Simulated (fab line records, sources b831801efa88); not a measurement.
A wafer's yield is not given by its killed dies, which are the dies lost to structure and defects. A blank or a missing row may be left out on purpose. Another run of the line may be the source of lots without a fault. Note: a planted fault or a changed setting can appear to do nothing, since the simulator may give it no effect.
fab line records	flow sky130
record: lots: 11	wafers: 33	lastDay: 50
route steps=708 shown METAL4@631 VIA4@660 PASSIVATION@683 PAD_OPEN@708
lots with no fault: from the same line, run without faults
startH: the number of hours between the record's first day and the start of the first shown wafer of the lot	waitH: hours from the lot's prior step to this one	" identical to the entry in the row above	L1.1+2: a single row standing in for several wafers	- no value present, or no start provided	* or withheld: withheld	< > ~ a bound
route shown NAME@n: a module of which the file shows steps, and the number in the route of the first	usual: mean and standard deviation over wafers with no fault	same: alike in all rows	chamber/n: place in a boat	sites: each site's reading	_std_site: their standard deviation	_edge_site: outer sites' mean less inner sites'	radiusMm: how far each site lies from the wafer's centre	mask NAME#n: copy n	behind: tool/chamber where the wafer was last shaped	hold: why the lot was held/for how many hours/how that ended	device: the transistor (n, p or np) that didn't switch	end of line: the same wafers' tests at the end of the route	where a step has no rows: the recipe by itself	killed: at the first sort, the dies lost to defects and structure; wafer yield is something else	map: shows each die of a wafer: x if killed, . if not, _ if none is there
set.NAME: setting as actually run; set.NAME@STEP: the setting as run at that earlier step	model.NAME: the simulator's own value behind a step, which no gauge read
the route's steps for a sample of lots (tables are steps, rows are wafers)
services: from which hour (startH, from the record's first day; less than 0 if before it) a tool's chamber was out of use, for how many hours, and why
== steps ==
step: SKY_METAL4_DESCUM_15
recipe: chemistry: O2	sourcePowerW: 150	biasPowerW: 0	pressureMtorr: 10	tempC: 40	timeS: 8
usual: drypumpMotorCurrentA: 6.01/0.26	oesProductAu: 0.987/0.02
lot.wafer	tool	chamber	startH	waitH	drypumpMotorCurrentA	oesProductAu	rfHoursCounterH
L772.1	rieMetal-02	0	1005.10	0.0	6.06	0.983	11
L772.2	"	1	"	"	5.74	0.950	4
L772.4	"	1	"	"	5.76	0.945	-
L775.1	rieMetal-01	0	1031.30	0.0	6.18	0.976	21
L775.3	"	1	"	"	6.41	1.012	-
L775.4	"	0	"	"	6.15	0.982	-
L776.1	rieMetal-03	1	1039.63	0.0	5.68	0.987	3
L776.4	"	0	"	"	6.04	0.979	-
L776.5	"	0	"	"	6.03	0.980	-
L777.1	rieMetal-02	1	1045.68	0.0	5.74	0.952	7
L777.2	"	0	"	"	6.10	0.991	14
L777.3	"	0	"	"	6.10	0.988	-
L782.1	rieMetal-02	0	1075.58	0.0	6.06	0.990	16
L782.3	"	1	"	"	5.74	0.955	-
L782.6	"	1	"	"	5.74	0.957	-
L783.2	rieMetal-01	1	1082.54	0.0	6.46	1.005	-
L783.4	"	1	"	"	6.41	1.009	-
L783.5	"	1	"	"	6.41	1.012	-
L786.2	rieMetal-03	1	1096.88	0.0	5.70	0.986	7
L786.4	"	0	"	"	6.02	0.983	-
L786.6	"	0	"	"	6.03	0.966	-
L791.1	rieMetal-02	0	1126.45	0.0	6.08	1.001	20
L791.3	"	0	"	"	6.07	0.994	-
L791.6	"	1	"	"	5.73	0.969	-
L790.3	rieMetal-03	1	1130.11	0.0	5.71	0.987	-
L790.4	"	0	"	"	6.02	0.989	-
L790.5	"	0	"	"	6.00	0.983	-
L792.4	rieMetal-01	1	1132.39	0.0	6.46	1.029	-
L792.5	"	0	"	"	6.18	0.990	-
L792.6	"	1	"	"	6.38	1.020	-
L793.1	rieMetal-03	1	1133.23	0.0	5.71	0.993	11
L793.4	"	1	"	"	5.73	0.983	-
L793.5	"	1	"	"	5.72	0.993	-
step: SKY_VIA4_CMP_21
recipe: stopOn: SiO2	tOverpolishS: 25	downForcePsi: 3.5	platenRpm: 60	targetThkNm: 0	padVelocityMS: 0.94248
usual: motorCurrentA: 11.0/0.92	overpolishRunS: 25.000/0.0093	retainingRingPressureFrac: 1.000/0.0051	timeToEndpointS: 121/5.3
lot.wafer	tool	chamber	startH	waitH	motorCurrentA	overpolishRunS	retainingRingPressureFrac	timeToEndpointS
L772.1	cmp-02	3	1031.37	0.1	11.2	25.017	1.007	127
L772.2	"	0	"	"	9.4	24.995	0.993	124
L772.4	"	1	"	"	11.2	24.996	1.009	129
L775.4	cmp-02	0	1056.40	0.2	10.0	24.998	0.997	122
L775.1	"	1	"	"	11.2	25.001	1.002	128
L775.3	"	2	"	"	10.7	24.992	1.002	120
L776.4	cmp-02	0	1063.45	0.0	9.7	24.995	1.005	130
L776.1	"	3	"	"	10.6	25.001	0.998	135
L776.5	"	1	"	"	11.7	25.010	1.000	136
L777.3	cmp-02	1	1069.94	0.1	11.1	24.987	0.998	129
L777.1	"	2	"	"	10.2	24.979	0.986	124
L777.2	"	3	"	"	10.9	24.994	1.010	130
L782.3	cmp-02	3	1099.40	0.0	10.6	25.009	0.992	123
L782.1	"	2	"	"	10.1	25.010	0.991	114
L782.6	"	0	"	"	9.8	25.006	1.002	116
L783.4	cmp-02	2	1106.00	0.0	10.4	25.014	1.001	118
L783.2	"	0	"	"	10.0	24.999	0.998	122
L783.5	"	2	"	"	10.7	24.988	0.998	116
L786.2	cmp-01	3	1119.69	0.1	10.6	24.979	0.994	117
L786.4	"	0	"	"	12.5	24.994	0.992	123
L786.6	"	2	"	"	11.5	24.984	0.994	115
L791.3	cmp-02	0	1148.49	0.0	9.9	24.998	0.992	122
L791.1	"	3	"	"	10.6	25.002	0.992	124
L791.6	"	1	"	"	11.5	24.999	1.006	121
L790.3	cmp-01	0	1152.51	0.0	12.5	25.004	0.990	124
L790.4	"	3	"	"	10.6	24.997	0.999	124
L790.5	"	0	"	"	12.2	24.983	0.993	128
L792.4	cmp-01	2	1153.68	0.1	11.4	25.000	1.004	117
L792.6	"	1	"	"	10.3	25.015	1.007	130
L792.5	"	2	"	"	11.6	24.993	1.002	117
L793.4	cmp-01	1	1154.74	0.0	10.1	25.001	1.003	129
L793.1	"	2	"	"	11.6	24.999	1.001	124
L793.5	"	1	"	"	9.9	24.985	0.998	125
step: SKY_PASSIVATION_CVD_02
recipe: material: Si3N4	targetThkNm: 540	tempC: 400	timeS: withheld	rfW: 450
usual: heaterPowerW: 734/90	rfFwdPowerW: 449.1/1.4
lot.wafer	tool	chamber	startH	waitH	heaterPowerW	rfFwdPowerW
L772.1	pecvd-01	1	1055.03	0.1	588	449.9
L772.2	"	2	"	"	747	447.5
L772.4	"	2	"	"	779	447.6
L775.1	pecvd-02	1	1079.82	0.1	667	448.6
L775.3	"	0	"	"	841	450.6
L775.4	"	0	"	"	872	449.0
L776.1	pecvd-04	1	1086.61	0.1	671	450.8
L776.4	"	0	"	"	888	449.7
L776.5	"	1	"	"	702	451.0
L777.1	pecvd-02	2	1092.94	0.1	781	451.2
L777.2	"	0	"	"	835	449.1
L777.3	"	1	"	"	654	447.1
L782.1	pecvd-01	0	1120.44	0.1	620	627.5
L782.3	"	2	"	"	794	628.4
L782.6	"	0	"	"	494	630.4
L783.2	pecvd-01	0	1127.22	0.0	616	628.5
L783.4	"	1	"	"	578	627.0
L783.5	"	2	"	"	759	628.8
L786.2	pecvd-04	2	1140.55	0.0	735	447.0
L786.4	"	2	"	"	764	449.5
L786.6	"	0	"	"	792	449.2
L791.1	pecvd-04	0	1168.21	0.1	750	447.3
L791.3	"	2	"	"	646	451.7
L791.6	"	0	"	"	829	447.2
L790.3	pecvd-04	2	1171.81	0.0	775	446.3
L790.4	"	0	"	"	752	446.5
L790.5	"	1	"	"	610	449.2
L792.4	pecvd-04	2	1173.38	0.1	771	446.3
L792.5	"	0	"	"	853	448.3
L792.6	"	1	"	"	691	450.5
L793.1	pecvd-04	2	1174.15	0.1	660	450.1
L793.4	"	2	"	"	713	450.1
L793.5	"	1	"	"	646	450.0
step: SKY_PASSIVATION_THK_MEAS_03
recipe: reads: Si3N4_of_PASSIVATION_CVD_02
usual: PASSIVATION_CVD_02_THK: 543/7.9
lot.wafer	tool	chamber	startH	waitH	PASSIVATION_CVD_02_THK[nm]
L772.1	filmMetro-04	-	1055.26	-	538
L772.2	"	-	"	"	540
L772.4	"	-	"	"	543
L775.1	filmMetro-04	-	1080.04	-	525
L775.3	"	-	"	"	538
L775.4	"	-	"	"	538
L776.1	filmMetro-03	-	1086.95	-	537
L776.4	"	-	"	"	552
L776.5	"	-	"	"	551
L777.1	filmMetro-02	-	1093.18	-	537
L777.2	"	-	"	"	532
L777.3	"	-	"	"	537
L782.1	filmMetro-04	-	1120.67	-	595
L782.3	"	-	"	"	591
L782.6	"	-	"	"	603
L783.2	filmMetro-03	-	1127.45	-	586
L783.4	"	-	"	"	610
L783.5	"	-	"	"	600
L786.2	filmMetro-02	-	1140.78	-	537
L786.4	"	-	"	"	548
L786.6	"	-	"	"	548
L791.1	filmMetro-03	-	1168.44	-	537
L791.3	"	-	"	"	542
L791.6	"	-	"	"	551
L790.3	filmMetro-02	-	1172.06	-	550
L790.4	"	-	"	"	551
L790.5	"	-	"	"	545
L792.4	filmMetro-04	-	1173.52	-	549
L792.5	"	-	"	"	548
L792.6	"	-	"	"	538
L793.1	filmMetro-02	-	1174.38	-	539
L793.4	"	-	"	"	551
L793.5	"	-	"	"	536
step: SKY_PASSIVATION_STRIP_12
recipe: chemistry: O2/N2	powerW: 1400	pressureMtorr: 1500	platenTempC: withheld	overashFraction: 0.7	o2FlowSccm: 3000	n2FlowSccm: 300
usual: drypumpMotorCurrentA: 5.6/0.52	oesProductAu: 0.661/0.0045	stripTimeToEndpointS: 31.55/0.17
lot.wafer	tool	chamber	startH	waitH	drypumpMotorCurrentA	oesProductAu	rfHoursCounterH	stripTimeToEndpointS
L772.1	plasmaAsher-04	0	1076.80	0.1	6.1	0.657	1	31.82
L772.2	"	1	"	"	4.9	0.663	1	31.65
L772.4	"	0	"	"	6.1	0.664	-	31.36
L775.1	plasmaAsher-02	1	1100.78	0.1	6.2	0.657	34	31.49
L775.3	"	0	"	"	5.1	0.653	-	31.64
L775.4	"	1	"	"	6.1	0.657	-	31.12
L776.1	plasmaAsher-01	0	1107.83	0.1	6.0	0.666	96	31.31
L776.4	"	1	"	"	5.5	0.657	-	31.21
L776.5	"	0	"	"	6.0	0.659	-	31.53
L777.1	plasmaAsher-04	1	1113.46	0.1	4.9	0.669	5	31.55
L777.2	"	0	"	"	6.1	0.658	5	31.75
L777.3	"	0	"	"	6.1	0.665	-	31.73
L782.1	plasmaAsher-04	1	1140.68	0.1	4.9	0.666	8	31.30
L782.3	"	0	"	"	6.1	0.671	-	31.57
L782.6	"	1	"	"	4.9	0.654	-	31.47
L783.2	plasmaAsher-04	1	1147.11	0.1	4.9	0.662	8	31.58
L783.4	"	0	"	"	6.1	0.655	-	31.32
L783.5	"	0	"	"	6.1	0.660	-	31.38
L786.2	plasmaAsher-02	0	1160.31	0.1	5.1	0.658	41	31.56
L786.4	"	1	"	"	6.2	0.658	-	31.62
L786.6	"	0	"	"	5.1	0.659	-	31.64
L791.1	plasmaAsher-02	0	1185.86	0.1	5.1	0.660	43	31.76
L791.3	"	1	"	"	6.1	0.663	-	31.35
L791.6	"	1	"	"	6.1	0.662	-	31.79
L790.3	plasmaAsher-02	1	1188.83	0.1	6.1	0.663	-	31.56
L790.4	"	0	"	"	5.1	0.657	-	31.57
L790.5	"	0	"	"	5.1	0.653	-	31.58
L792.4	plasmaAsher-02	1	1190.76	0.1	6.1	0.663	-	31.60
L792.5	"	1	"	"	6.1	0.651	-	31.61
L792.6	"	0	"	"	5.1	0.666	-	31.64
L793.1	plasmaAsher-04	1	1191.38	0.1	4.9	0.666	13	31.75
L793.4	"	1	"	"	4.9	0.666	-	31.57
L793.5	"	1	"	"	4.9	0.668	-	31.64
step: SKY_PAD_OPEN_PROBE_99
usual: defectLimitedYield: 82.0/1.9	killed_at_M0_to_M3: 46/6.7	killed_at_M4_up: 3.3/2	killedAtContacts: 24/5.4	killedAtFrontEnd: 15/4.3	killedAtOther: 0.4/0.64	killedDies: 89/9.1	killedOpen: 48/7.2	killedShort: 40/6.3
same: grossDies: 492	killedAtBackSide: 0
lot.wafer	tool	chamber	startH	waitH	defectLimitedYield[%]	killed_at_M0_to_M3	killed_at_M4_up	killedAtContacts	killedAtFrontEnd	killedAtOther	killedDies	killedOpen	killedShort
L772.1	prober-01	-	1100.04	0.1	85.6	32	5	17	16	1	71	38	32
L772.2	prober-01	-	1100.09	0.1	82.9	40	1	22	20	1	84	45	38
L772.4	prober-01	-	1100.19	0.2	83.3	36	6	20	20	0	82	48	34
L775.1	prober-01	-	1123.64	0.1	79.1	59	2	27	15	0	103	62	41
L775.3	prober-01	-	1123.74	0.2	79.5	45	8	31	17	0	101	50	51
L775.4	prober-01	-	1123.79	0.2	79.9	53	6	25	14	1	99	52	47
L776.1	prober-02	-	1130.46	0.1	79.7	59	3	30	8	0	100	58	40
L776.4	prober-02	-	1130.61	0.2	84.6	34	1	26	15	0	76	45	31
L776.5	prober-02	-	1130.66	0.2	77.8	49	7	31	22	0	109	65	41
L777.1	prober-01	-	1136.16	0.1	83.9	32	1	30	16	0	79	40	39
L777.2	prober-01	-	1136.21	0.1	85.0	37	0	28	8	1	74	50	24
L777.3	prober-01	-	1136.26	0.2	79.9	47	2	36	14	0	99	60	39
L782.1	prober-02	-	1162.66	0.1	83.5	44	4	28	5	0	81	46	35
L782.3	prober-02	-	1162.76	0.2	82.1	49	2	27	10	0	88	55	33
L782.6	prober-02	-	1162.91	0.2	83.3	46	4	16	15	1	82	50	32
L783.2	prober-01	-	1167.27	0.1	79.9	46	1	27	25	0	99	61	37
L783.4	prober-01	-	1167.37	0.2	83.5	42	4	18	17	0	81	42	39
L783.5	prober-01	-	1167.42	0.2	80.1	58	8	21	11	0	98	43	55
L786.2	prober-01	-	1180.35	0.1	80.7	43	7	25	20	0	95	50	45
L786.4	prober-01	-	1180.45	0.2	82.9	41	2	24	17	0	84	51	33
L786.6	prober-01	-	1180.55	0.2	83.5	41	5	23	12	0	81	38	43
L791.1	prober-01	-	1203.70	0.1	83.9	39	4	21	15	0	79	42	37
L791.3	prober-01	-	1203.80	0.2	82.9	46	3	23	12	0	84	45	39
L791.6	prober-01	-	1203.95	0.2	80.5	49	3	27	14	3	96	65	31
L790.3	prober-02	-	1207.42	0.2	81.1	51	4	19	19	0	93	56	37
L790.4	prober-02	-	1207.47	0.2	81.9	53	11	13	12	0	89	47	42
L790.5	prober-02	-	1207.52	0.2	81.5	51	1	27	11	1	91	43	48
L793.1	prober-02	-	1209.44	0.1	78.3	67	5	23	12	0	107	63	44
L793.4	prober-02	-	1209.59	0.2	84.8	37	1	23	14	0	75	45	30
L793.5	prober-02	-	1209.64	0.2	81.9	43	5	23	18	0	89	47	42
L792.4	prober-01	-	1209.46	0.2	82.7	51	0	20	14	0	85	49	36
L792.5	prober-01	-	1209.51	0.2	78.7	48	3	32	22	0	105	59	46
L792.6	prober-01	-	1209.56	0.2	83.5	39	2	26	13	1	81	36	45
killed by level:class
L772.1 VIA1:geometricParticle:open=8 FIELD_ISO:geometricParticle:short=7 LI_CONTACT:geometricParticle:open=7 POLY_GATE:geometricParticle:open=6 VIA2:geometricParticle:open=6 CONTACT:geometricParticle:open=5 METAL2:geometricParticle:short=4 METAL1:geometricParticle:short=4
L772.2 CONTACT:geometricParticle:open=9 VIA3:geometricParticle:open=9 VIA2:geometricParticle:open=8 FIELD_ISO:geometricParticle:short=6 POLY_GATE:geometricParticle:short=6 LI_CONTACT:geometricParticle:open=6 VIA1:geometricParticle:open=5 LOCAL_INTERCONNECT:geometricParticle:short=4
L772.4 VIA2:geometricParticle:open=8 LI_CONTACT:geometricParticle:open=7 VIA1:geometricParticle:open=7 VIA3:geometricParticle:open=7 CONTACT:geometricParticle:open=6 POLY_GATE:geometricParticle:short=5 METAL2:geometricParticle:short=5 FIELD_ISO:geometricParticle:short=4
L775.1 VIA1:geometricParticle:open=19 CONTACT:geometricParticle:open=8 CONTACT:geometricParticle:short=7 VIA3:geometricParticle:open=7 METAL2:geometricParticle:short=7 METAL1:geometricParticle:short=5 VIA2:geometricParticle:open=5 FIELD_ISO:geometricParticle:open=3
L775.3 CONTACT:geometricParticle:open=11 LI_CONTACT:geometricParticle:open=10 VIA1:geometricParticle:open=10 METAL4:geometricParticle:short=8 METAL2:geometricParticle:short=7 VIA2:geometricParticle:open=7 FIELD_ISO:geometricParticle:short=5 POLY_GATE:geometricParticle:short=5
L775.4 VIA1:geometricParticle:open=14 VIA2:geometricParticle:open=11 CONTACT:geometricParticle:open=7 FIELD_ISO:geometricParticle:short=6 LI_CONTACT:geometricParticle:open=6 METAL1:geometricParticle:short=6 VIA1:geometricParticle:short=6 FIELD_ISO:geometricParticle:open=5
L776.1 CONTACT:geometricParticle:open=13 VIA2:geometricParticle:open=13 VIA1:geometricParticle:open=11 VIA3:geometricParticle:open=6 METAL1:geometricParticle:short=6 METAL2:geometricParticle:short=6 LI_CONTACT:geometricParticle:open=5 VIA1:geometricParticle:short=5
L776.4 CONTACT:geometricParticle:open=8 VIA3:geometricParticle:open=8 LOCAL_INTERCONNECT:geometricParticle:short=7 FIELD_ISO:geometricParticle:open=6 METAL2:geometricParticle:short=6 LI_CONTACT:geometricParticle:open=5 METAL1:geometricParticle:short=5 VIA1:geometricParticle:open=5
L776.5 CONTACT:geometricParticle:open=11 LI_CONTACT:geometricParticle:open=10 VIA3:geometricParticle:open=10 VIA1:geometricParticle:open=8 FIELD_ISO:geometricParticle:short=7 POLY_GATE:geometricParticle:open=7 VIA1:geometricParticle:short=7 METAL2:geometricParticle:short=6
L777.1 LI_CONTACT:geometricParticle:open=13 FIELD_ISO:geometricParticle:short=8 VIA2:geometricParticle:open=7 CONTACT:geometricParticle:short=6 VIA1:geometricParticle:open=5 CONTACT:geometricParticle:open=5 VIA3:geometricParticle:open=5 LOCAL_INTERCONNECT:geometricParticle:short=4
L777.2 CONTACT:geometricParticle:open=11 LI_CONTACT:geometricParticle:open=10 VIA1:geometricParticle:open=8 VIA2:geometricParticle:open=8 METAL1:geometricParticle:short=7 VIA3:geometricParticle:open=5 POLY_GATE:geometricParticle:open=4 CONTACT:geometricParticle:short=3
L777.3 CONTACT:geometricParticle:open=15 VIA3:geometricParticle:open=11 VIA2:geometricParticle:open=9 LI_CONTACT:geometricParticle:open=7 METAL2:geometricParticle:short=7 CONTACT:geometricParticle:short=6 POLY_GATE:geometricParticle:open=5 LOCAL_INTERCONNECT:geometricParticle:short=5
L782.1 VIA1:geometricParticle:open=11 CONTACT:geometricParticle:open=9 VIA3:geometricParticle:open=8 CONTACT:geometricParticle:short=7 METAL1:geometricParticle:short=7 VIA1:geometricParticle:short=6 VIA2:geometricParticle:open=6 LI_CONTACT:geometricParticle:short=5
L782.3 VIA1:geometricParticle:open=16 CONTACT:geometricParticle:open=12 LI_CONTACT:geometricParticle:open=8 METAL1:geometricParticle:short=6 VIA2:geometricParticle:open=6 VIA1:geometricParticle:short=5 CONTACT:geometricParticle:short=4 VIA2:geometricParticle:short=4
L782.6 VIA1:geometricParticle:open=13 VIA2:geometricParticle:open=9 VIA3:geometricParticle:open=8 SPACER:geometricParticle:open=5 POLY_GATE:geometricParticle:open=4 VIA1:geometricParticle:short=4 LOCAL_INTERCONNECT:geometricParticle:short=4 METAL2:geometricParticle:short=4
L783.2 VIA1:geometricParticle:open=19 LI_CONTACT:geometricParticle:open=11 POLY_GATE:geometricParticle:open=9 CONTACT:geometricParticle:open=9 FIELD_ISO:geometricParticle:short=5 LOCAL_INTERCONNECT:geometricParticle:short=5 VIA1:geometricParticle:short=5 METAL2:geometricParticle:short=5
L783.4 VIA1:geometricParticle:open=8 CONTACT:geometricParticle:open=6 METAL2:geometricParticle:short=6 VIA3:geometricParticle:open=6 VIA2:geometricParticle:open=5 VIA1:geometricParticle:short=5 METAL3:geometricParticle:short=5 FIELD_ISO:geometricParticle:open=4
L783.5 VIA1:geometricParticle:open=10 METAL2:geometricParticle:short=9 CONTACT:geometricParticle:open=8 VIA2:geometricParticle:open=8 VIA2:geometricParticle:short=6 METAL4:geometricParticle:short=5 VIA1:geometricParticle:short=5 METAL2:geometricParticle:open=4
L786.2 VIA1:geometricParticle:open=9 VIA2:geometricParticle:open=7 LI_CONTACT:geometricParticle:open=7 FIELD_ISO:geometricParticle:open=6 LOCAL_INTERCONNECT:geometricParticle:short=6 VIA3:geometricParticle:open=6 CONTACT:geometricParticle:open=5 METAL1:geometricParticle:short=5
L786.4 VIA1:geometricParticle:open=8 VIA3:geometricParticle:open=7 FIELD_ISO:geometricParticle:open=6 LOCAL_INTERCONNECT:geometricParticle:open=6 VIA2:geometricParticle:open=6 LI_CONTACT:geometricParticle:open=5 LOCAL_INTERCONNECT:geometricParticle:short=5 METAL1:geometricParticle:short=5
L786.6 VIA1:geometricParticle:open=10 METAL2:geometricParticle:short=8 LI_CONTACT:geometricParticle:open=8 POLY_GATE:geometricParticle:short=7 CONTACT:geometricParticle:open=7 VIA1:geometricParticle:short=4 VIA3:geometricParticle:short=4 VIA3:geometricParticle:open=4
L791.1 VIA1:geometricParticle:open=11 CONTACT:geometricParticle:open=10 FIELD_ISO:geometricParticle:short=6 LI_CONTACT:geometricParticle:open=6 VIA2:geometricParticle:open=6 POLY_GATE:geometricParticle:short=5 METAL2:geometricParticle:short=5 METAL4:geometricParticle:short=4
L791.3 VIA1:geometricParticle:open=12 CONTACT:geometricParticle:open=9 METAL1:geometricParticle:short=8 METAL2:geometricParticle:short=7 LI_CONTACT:geometricParticle:open=6 VIA3:geometricParticle:open=6 VIA1:geometricParticle:short=5 VIA2:geometricParticle:open=5
L791.6 VIA1:geometricParticle:open=15 CONTACT:geometricParticle:open=13 VIA3:geometricParticle:open=7 LI_CONTACT:geometricParticle:open=6 VIA2:geometricParticle:open=6 CONTACT:geometricParticle:short=5 VIA1:geometricParticle:short=5 METAL1:geometricParticle:open=4
L790.3 VIA2:geometricParticle:open=11 CONTACT:geometricParticle:open=9 METAL1:geometricParticle:short=7 VIA1:geometricParticle:open=7 METAL2:geometricParticle:open=7 VIA3:geometricParticle:open=6 POLY_GATE:geometricParticle:short=5 POLY_GATE:geometricParticle:open=5
L790.4 VIA3:geometricParticle:open=13 VIA1:geometricParticle:open=10 METAL4:geometricParticle:short=8 LI_CONTACT:geometricParticle:open=6 METAL1:geometricParticle:short=5 VIA2:geometricParticle:short=5 METAL3:geometricParticle:short=5 FIELD_ISO:geometricParticle:open=4
L790.5 VIA2:geometricParticle:open=11 LI_CONTACT:geometricParticle:open=7 LOCAL_INTERCONNECT:geometricParticle:short=7 CONTACT:geometricParticle:open=7 VIA1:geometricParticle:open=7 VIA3:geometricParticle:short=7 METAL2:geometricParticle:short=6 VIA1:geometricParticle:short=5
L793.1 VIA1:geometricParticle:open=17 VIA3:geometricParticle:open=15 METAL2:geometricParticle:short=9 CONTACT:geometricParticle:open=8 VIA2:geometricParticle:open=7 LI_CONTACT:geometricParticle:open=6 CONTACT:geometricParticle:short=6 VIA1:geometricParticle:short=6
L792.4 VIA1:geometricParticle:open=12 VIA3:geometricParticle:open=8 LI_CONTACT:geometricParticle:open=7 VIA2:geometricParticle:open=7 CONTACT:geometricParticle:short=6 CONTACT:geometricParticle:open=5 VIA1:geometricParticle:short=4 VIA2:geometricParticle:short=4
L792.5 VIA1:geometricParticle:open=17 CONTACT:geometricParticle:open=12 LI_CONTACT:geometricParticle:open=8 VIA3:geometricParticle:short=6 POLY_GATE:geometricParticle:open=6 POLY_GATE:geometricParticle:short=6 METAL1:geometricParticle:short=6 FIELD_ISO:geometricParticle:open=5
L792.6 CONTACT:geometricParticle:open=8 LI_CONTACT:geometricParticle:open=7 METAL1:geometricParticle:short=7 METAL2:geometricParticle:short=7 VIA1:geometricParticle:open=6 VIA3:geometricParticle:short=6 VIA2:geometricParticle:open=5 FIELD_ISO:geometricParticle:open=4
L793.4 CONTACT:geometricParticle:open=11 VIA1:geometricParticle:open=9 METAL1:geometricParticle:short=8 CONTACT:geometricParticle:short=6 VIA3:geometricParticle:open=6 LI_CONTACT:geometricParticle:open=4 POLY_GATE:geometricParticle:short=3 VIA2:geometricParticle:open=3
L793.5 VIA1:geometricParticle:open=11 CONTACT:geometricParticle:open=7 POLY_GATE:geometricParticle:open=6 LI_CONTACT:geometricParticle:open=6 VIA3:geometricParticle:open=6 VIA3:geometricParticle:short=6 LOCAL_INTERCONNECT:geometricParticle:short=5 VIA1:geometricParticle:short=5
== services ==
tool	chamber	startH	hours	kind
pecvd-02	-	989.03	7.3	repair
plasmaAsher-04	-	991.81	4.0	repair
cmp-01	-	998.62	28.9	repair
plasmaAsher-04	-	1029.24	0.6	repair
plasmaAsher-04	-	1046.59	2.1	repair
plasmaAsher-04	-	1055.25	9.0	pm
cmp-01	-	1056.47	1.7	repair
pecvd-01	-	1061.92	19.7	repair
rieMetal-01	-	1064.44	0.4	repair
pecvd-04	2	1071.45	21.6	repair
plasmaAsher-01	-	1077.46	1.1	repair
pecvd-04	-	1078.19	1.0	repair
cmp-02	-	1084.28	4.0	pm
cmp-02	-	1088.28	-	consumableReplace:conditioner
pecvd-04	-	1090.93	2.8	pm
cmp-01	-	1105.11	1.5	repair
pecvd-02	-	1105.13	6.0	pm
cmp-01	-	1110.97	2.2	repair
cmp-02	-	1116.04	4.9	pm
cmp-02	-	1125.41	8.1	repair
cmp-01	-	1134.81	13.4	pm
rieMetal-01	1	1164.80	3.8	repair
pecvd-02	-	1172.88	1.5	repair
plasmaAsher-04	-	1177.61	2.8	pm
== key ==
firstSign: step: SKY_PASSIVATION_CVD_02	reading: rfFwdPowerW	direction: up	sigmas: 99+	usual: 449.1	struck: 628.4
effect: step: SKY_PASSIVATION_THK_MEAS_03	reading: PASSIVATION_CVD_02_THK	direction: up	sigmas: 6.9	usual: 543	struck: 597
metAt SKY_PASSIVATION_CVD_02
struckLots L782,L783
notActingAt SKY_METAL4_DESCUM_15,SKY_VIA4_CMP_21,SKY_PASSIVATION_STRIP_12
onsetBetween 1055.03 1120.44
fault: kind: processParameterDrift	tool: pecvd-01	chamber: -	onsetH: 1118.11	steps: SKY_PASSIVATION_CVD_02	channel: rfW	offset: 180	shape: step	endH: 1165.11	actsIn: theseRecipesOnly	stated: 450
